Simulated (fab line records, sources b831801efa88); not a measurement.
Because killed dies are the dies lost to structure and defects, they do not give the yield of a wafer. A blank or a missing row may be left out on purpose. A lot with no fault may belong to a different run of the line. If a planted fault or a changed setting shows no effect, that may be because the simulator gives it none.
What tool caused it? -- flow sky130 -- 72 wafers from 24 lots sampled at 6 of the route's 708 steps

== WHAT EACH GAUGE READ, for each wafer ==
SKY_LDD_HVP_OVL_MEAS_07.
lot,measured,on,LDD_HVP_OVL (nm)
L074,day 22 06:43,overlay-02,-1.6 -2.8 -2.6
L075,day 22 10:09,overlay-01,-0.9 -0.8 -2.0
L077,day 23 05:12,overlay-02,-2.0 -1.2 -3.1
L076,day 23 07:21,overlay-01,-2.9 -2.1 -1.2
L078,day 23 17:37,overlay-01,-0.6 1.0 0.5
L079,day 23 18:47,overlay-01,0.2 -3.0 -1.6
L081,day 24 05:07,overlay-01,-1.3 -1.7 -3.2
L080,day 24 09:37,overlay-01,-1.0 1.0 0.9
L082,day 24 17:31,overlay-02,-0.3 -2.9 -3.6
L083,day 25 07:23,overlay-02,-3.1 0.1 -3.6
L084,day 25 13:53,overlay-01,0.2 -0.2 -0.9
L085,day 25 21:13,overlay-02,-3.6 -2.6 -2.5
L086,day 26 02:38,overlay-01,-1.8 -1.3 0.4
L087,day 26 14:48,overlay-01,-2.4 -0.5 -0.8
L088,day 26 19:10,overlay-01,0.5 -0.9 1.7
L089,day 27 04:14,overlay-02,-0.5 -1.9 -3.0
L091,day 27 16:00,overlay-02,-0.7 -2.2 -0.8
L090,day 27 16:29,overlay-02,-0.2 -1.8 -3.0
L092,day 28 00:41,overlay-01,-0.2 0.0 -1.6
L093,day 28 11:56,overlay-01,0.4 -1.2 -0.1
L094,day 28 13:48,overlay-01,-3.2 -3.8 -1.3
L095,day 29 04:05,overlay-01,-0.5 -1.0 -1.7
L096,day 29 12:07,overlay-01,-2.3 -1.5 -2.2
L097,day 29 16:39,overlay-01,-4.9 -3.6 -3.9

SKY_RES_XHIGH_TW_MEAS_09.
lot,measured,on,RES_XHIGH_TW
L074,day 27 07:17,filmMetro-01,1608 1607 1611
L075,day 27 10:43,filmMetro-02,1624 1619 1623
L077,day 28 07:09,filmMetro-02,1611 1609 1616
L076,day 28 08:50,filmMetro-02,1607 1609 1615
L078,day 28 16:30,filmMetro-02,1609 1606 1619
L079,day 28 17:35,filmMetro-01,1597 1598 1607
L081,day 29 03:34,filmMetro-01,1615 1616 1619
L080,day 29 08:15,filmMetro-02,1616 1624 1611
L082,day 29 16:04,filmMetro-01,1611 1615 1615
L083,day 30 03:52,filmMetro-01,1612 1610 1614
L084,day 30 13:02,filmMetro-02,1616 1596 1611
L085,day 30 17:35,filmMetro-03,1636 1630 1635
L086,day 30 23:24,filmMetro-02,1602 1608 1614
L087,day 31 10:04,filmMetro-01,1607 1610 1608
L088,day 31 16:17,filmMetro-03,1631 1636 1621
L089,day 31 23:07,filmMetro-01,1606 1603 1599
L091,day 32 11:09,filmMetro-02,1617 1622 1624
L090,day 32 11:09,filmMetro-03,1619 1609 1621
L092,day 32 19:08,filmMetro-03,1614 1619 1615
L093,day 33 05:04,filmMetro-03,1635 1630 1627
L094,day 33 06:49,filmMetro-01,1613 1605 1604
L095,day 33 21:14,filmMetro-01,1594 1600 1599
L096,day 34 04:21,filmMetro-03,1635 1625 1633
L097,day 34 09:01,filmMetro-03,1621 1627 1632

SKY_LI_CONTACT_RS_MEAS_22: the measuring method here is four-point-probe.
lot,measured,on,LI_CONTACT_W_RS (ohm/sq)
L074,day 29 19:09,filmMetro-02,0.2805 0.2816 0.2818
L075,day 29 21:47,filmMetro-02,0.2826 0.2858 0.2843
L077,day 30 18:09,filmMetro-02,0.2859 0.2871 0.2872
L076,day 30 20:00,filmMetro-01,0.2847 0.2823 0.2840
L078,day 31 02:58,filmMetro-01,0.2852 0.2834 0.2870
L079,day 31 04:32,filmMetro-03,0.2834 0.2839 0.2842
L081,day 31 14:35,filmMetro-02,0.2862 0.2871 0.2875
L080,day 31 17:30,filmMetro-02,0.2869 0.2858 0.2862
L082,day 32 02:13,filmMetro-03,0.2859 0.2896 0.2839
L083,day 32 13:33,filmMetro-03,0.2858 0.2853 0.2836
L084,day 32 22:36,filmMetro-03,0.2838 0.2797 0.2813
L085,day 33 03:42,filmMetro-03,0.2888 0.2879 0.2845
L086,day 33 09:30,filmMetro-03,0.2824 0.2829 0.2845
L087,day 33 18:08,filmMetro-03,0.2895 0.2875 0.2895
L088,day 34 01:07,filmMetro-02,0.2862 0.2868 0.2820
L089,day 34 07:01,filmMetro-02,0.2758 0.2777 0.2804
L091,day 34 18:55,filmMetro-01,0.2819 0.2867 0.2879
L090,day 34 18:57,filmMetro-03,0.2852 0.2811 0.2856
L092,day 35 03:08,filmMetro-03,0.2859 0.2879 0.2905
L093,day 35 13:25,filmMetro-02,0.2836 0.2837 0.2838
L094,day 35 14:31,filmMetro-01,0.2824 0.2828 0.2858
L095,day 36 04:40,filmMetro-03,0.2870 0.2890 0.2864
L096,day 36 12:04,filmMetro-02,0.2894 0.2862 0.2893
L097,day 36 16:39,filmMetro-02,0.2883 0.2895 0.2895

== WHAT TOOL EACH LOT RAN ON (gives the tool, then ch and the chambers of the sampled wafers, and finally the start) ==
lot,SKY_POLY_GATE_ETCH_17,SKY_RES_XHIGH_STRIP_08,SKY_LI_CONTACT_STRIP_16
L074,"rieSi-01 ch 1,2, day 17 02:30","plasmaAsher-03 ch 0,1, day 27 07:11","plasmaAsher-02 ch 0,1, day 29 18:35"
L075,"rieSi-02 ch 1,2, day 17 05:08","plasmaAsher-04 ch 0,1, day 27 10:37","plasmaAsher-04 ch 0,1, day 29 21:11"
L077,"rieSi-01 ch 0,1, day 17 23:46","plasmaAsher-04 ch 1, day 28 07:02","plasmaAsher-01 ch 0,1, day 30 17:35"
L076,"rieSi-02 ch 0,2,3, day 18 01:43","plasmaAsher-04 ch 0,1, day 28 08:44","plasmaAsher-02 ch 1, day 30 19:26"
L078,"rieSi-01 ch 1,2, day 18 11:35","plasmaAsher-02 ch 0,1, day 28 16:23","plasmaAsher-02 ch 0, day 31 02:23"
L079,"rieSi-02 ch 0,3, day 18 12:18","plasmaAsher-04 ch 0,1, day 28 17:29","plasmaAsher-01 ch 0,1, day 31 03:59"
L081,"rieSi-02 ch 0,1,2, day 18 23:29","plasmaAsher-04 ch 0,1, day 29 03:28","plasmaAsher-04 ch 0,1, day 31 14:02"
L080,"rieSi-02 ch 0,1,2, day 19 04:21","plasmaAsher-02 ch 0,1, day 29 08:08","plasmaAsher-02 ch 0,1, day 31 16:56"
L082,"rieSi-02 ch 0,1,2, day 19 12:41","plasmaAsher-04 ch 0,1, day 29 15:58","plasmaAsher-01 ch 0,1, day 32 01:38"
L083,"rieSi-02 ch 0,1,2, day 20 03:39","plasmaAsher-04 ch 0,1, day 30 03:46","plasmaAsher-04 ch 0,1, day 32 12:59"
L084,"rieSi-02 ch 0,2,3, day 20 09:09","plasmaAsher-03 ch 0,1, day 30 12:56","plasmaAsher-01 ch 0,1, day 32 22:02"
L085,"rieSi-01 ch 0,1,3, day 20 18:22","plasmaAsher-02 ch 0,1, day 30 17:29","plasmaAsher-04 ch 0,1, day 33 03:08"
L086,"rieSi-02 ch 0,2,3, day 21 00:24","plasmaAsher-04 ch 0,1, day 30 23:17","plasmaAsher-02 ch 0,1, day 33 08:56"
L087,"rieSi-01 ch 0,3, day 21 11:37","plasmaAsher-02 ch 0,1, day 31 09:59","plasmaAsher-04 ch 0,1, day 33 17:34"
L088,"rieSi-02 ch 1,2,3, day 21 15:47","plasmaAsher-02 ch 0,1, day 31 16:11","plasmaAsher-04 ch 0,1, day 34 00:34"
L089,"rieSi-01 ch 0,2,3, day 22 02:15","plasmaAsher-04 ch 1, day 31 23:01","plasmaAsher-04 ch 0, day 34 06:27"
L091,"rieSi-02 ch 1,3, day 22 14:40","plasmaAsher-02 ch 0,1, day 32 11:04","plasmaAsher-02 ch 0,1, day 34 18:19"
L090,"rieSi-01 ch 0,2, day 22 15:44","plasmaAsher-04 ch 0,1, day 32 11:02","plasmaAsher-04 ch 0,1, day 34 18:23"
L092,"rieSi-02 ch 1,2,3, day 22 23:44","plasmaAsher-02 ch 0,1, day 32 19:02","plasmaAsher-01 ch 0,1, day 35 02:35"
L093,"rieSi-01 ch 0,1, day 23 12:57","plasmaAsher-04 ch 0,1, day 33 04:58","plasmaAsher-01 ch 0,1, day 35 12:49"
L094,"rieSi-02 ch 0,2,3, day 23 14:31","plasmaAsher-03 ch 0,1, day 33 06:43","plasmaAsher-04 ch 0,1, day 35 13:53"
L095,"rieSi-01 ch 2,3, day 24 05:23","plasmaAsher-04 ch 0,1, day 33 21:08","plasmaAsher-02 ch 0,1, day 36 03:56"
L096,"rieSi-02 ch 0,2,3, day 24 13:01","plasmaAsher-03 ch 0,1, day 34 04:14","plasmaAsher-01 ch 0,1, day 36 11:29"
L097,"rieSi-02 ch 1,2, day 24 18:35","plasmaAsher-03 ch 0,1, day 34 08:56","plasmaAsher-02 ch 0,1, day 36 15:55"
- SKY_POLY_GATE_ETCH_17: etches poly-Si in HBr/Cl2, stops on SiO2, target depth 180 nm, time 70.5 s.
- SKY_RES_XHIGH_STRIP_08: strips in O2/N2.
- SKY_LI_CONTACT_STRIP_16: strips in O2/N2.

== WHAT THE TOOLS THEMSELVES READ (means of the sampled wafers that have a number; where no wafer has one, the mark that the record gives instead) ==
SKY_POLY_GATE_ETCH_17.
lot,tool,drypumpMotorCurrentA (A),oesProductAu (a.u.),throttleValvePct (%)
L074,rieSi-01,5.9,0.984,33.679
L075,rieSi-02,6.2,0.984,33.682
L077,rieSi-01,5.6,0.998,33.680
L076,rieSi-02,5.9,1.001,33.684
L078,rieSi-01,5.9,0.978,33.682
L079,rieSi-02,5.8,0.983,33.683
L081,rieSi-02,6.1,0.985,33.688
L080,rieSi-02,6.1,0.996,33.677
L082,rieSi-02,6.1,0.986,33.691
L083,rieSi-02,6.1,0.990,33.677
L084,rieSi-02,5.9,0.989,33.680
L085,rieSi-01,5.6,0.994,33.685
L086,rieSi-02,5.9,0.994,33.679
L087,rieSi-01,5.7,0.982,33.687
L088,rieSi-02,6.1,0.993,33.681
L089,rieSi-01,5.6,0.987,33.686
L091,rieSi-02,6.0,0.994,33.678
L090,rieSi-01,5.5,0.986,33.682
L092,rieSi-02,6.1,0.978,33.682
L093,rieSi-01,5.6,0.996,33.690
L094,rieSi-02,5.9,0.987,33.678
L095,rieSi-01,5.9,0.991,33.688
L096,rieSi-02,5.9,0.991,33.681
L097,rieSi-02,6.3,0.994,33.687

SKY_RES_XHIGH_STRIP_08.
lot,tool,drypumpMotorCurrentA (A),o2FlowSccm (sccm),oesProductAu (a.u.),stripTimeToEndpointS (s)
L074,plasmaAsher-03,5.6,2997,0.713,14.17
L075,plasmaAsher-04,5.1,3000,0.712,14.19
L077,plasmaAsher-04,4.9,3012,0.713,14.24
L076,plasmaAsher-04,5.1,3001,0.712,14.22
L078,plasmaAsher-02,5.7,3002,0.714,14.29
L079,plasmaAsher-04,5.1,2993,0.714,14.26
L081,plasmaAsher-04,5.1,2997,0.711,14.24
L080,plasmaAsher-02,5.4,3012,0.712,14.30
L082,plasmaAsher-04,5.3,3008,0.710,14.25
L083,plasmaAsher-04,5.3,2997,0.710,14.30
L084,plasmaAsher-03,5.9,3000,0.709,14.22
L085,plasmaAsher-02,5.7,2998,0.710,14.29
L086,plasmaAsher-04,5.1,2996,0.710,14.20
L087,plasmaAsher-02,5.4,3006,0.711,14.27
L088,plasmaAsher-02,5.4,2989,0.711,14.30
L089,plasmaAsher-04,4.9,2996,0.709,14.26
L091,plasmaAsher-02,5.4,3015,0.708,14.34
L090,plasmaAsher-04,5.3,2983,0.714,14.25
L092,plasmaAsher-02,5.4,3002,0.712,14.26
L093,plasmaAsher-04,5.1,3002,0.711,14.31
L094,plasmaAsher-03,5.6,3000,0.709,14.27
L095,plasmaAsher-04,5.1,2992,0.712,14.27
L096,plasmaAsher-03,5.6,3004,0.711,14.18
L097,plasmaAsher-03,5.6,2994,0.707,14.26

SKY_LI_CONTACT_STRIP_16.
lot,tool,drypumpMotorCurrentA (A),o2FlowSccm (sccm),oesProductAu (a.u.),stripTimeToEndpointS (s)
L074,plasmaAsher-02,5.6,3002,0.375,3.51
L075,plasmaAsher-04,5.1,3010,0.379,3.50
L077,plasmaAsher-01,5.4,3000,0.373,3.49
L076,plasmaAsher-02,5.9,3004,0.377,3.47
L078,plasmaAsher-02,5.2,2999,0.373,3.45
L079,plasmaAsher-01,5.4,2992,0.375,3.49
L081,plasmaAsher-04,5.3,3001,0.378,3.47
L080,plasmaAsher-02,5.4,3002,0.377,3.49
L082,plasmaAsher-01,5.4,3005,0.375,3.49
L083,plasmaAsher-04,5.1,3005,0.372,3.47
L084,plasmaAsher-01,5.4,2997,0.374,3.42
L085,plasmaAsher-04,5.1,3010,0.382,3.48
L086,plasmaAsher-02,5.4,3005,0.370,3.45
L087,plasmaAsher-04,5.3,3000,0.376,3.45
L088,plasmaAsher-04,5.1,2994,0.376,3.53
L089,plasmaAsher-04,5.5,3000,0.380,3.51
L091,plasmaAsher-02,5.4,2999,0.376,3.46
L090,plasmaAsher-04,5.1,3004,0.375,3.52
L092,plasmaAsher-01,5.3,2999,0.373,3.47
L093,plasmaAsher-01,5.4,2997,0.378,3.49
L094,plasmaAsher-04,5.3,2993,0.380,3.51
L095,plasmaAsher-02,5.6,2988,0.379,3.51
L096,plasmaAsher-01,5.3,2998,0.373,3.51
L097,plasmaAsher-02,5.6,2991,0.378,3.49

== THE ANSWER, worked out from the rows above alone ==
Rule: usual is defined by the lots themselves. Put in order of their means at a reading, lots are off if they are a third of the lots or fewer, leave a main group of 4 or more, and stand apart from it by a gap of 3 or more times the standard deviation of the main group's means; of several such gaps the widest counts. Not used: any main group whose means are identical at the precision the tables above print for the reading. Also off: a lot with no number at a reading for which 4 or more lots have one. Any other lot the step has rows for is counted as sound. The gauges are gone through in route order, then the tools' own readings, and for those a lot's mean is taken as printed above. At the first step where some lot is off, the reading lying furthest off is the one used; lots without a number count as furthest.
No lot is off on any of the readings shown, so nothing can be concluded from this.

== WHAT WAS PUT IN BY THE SIMULATOR ==
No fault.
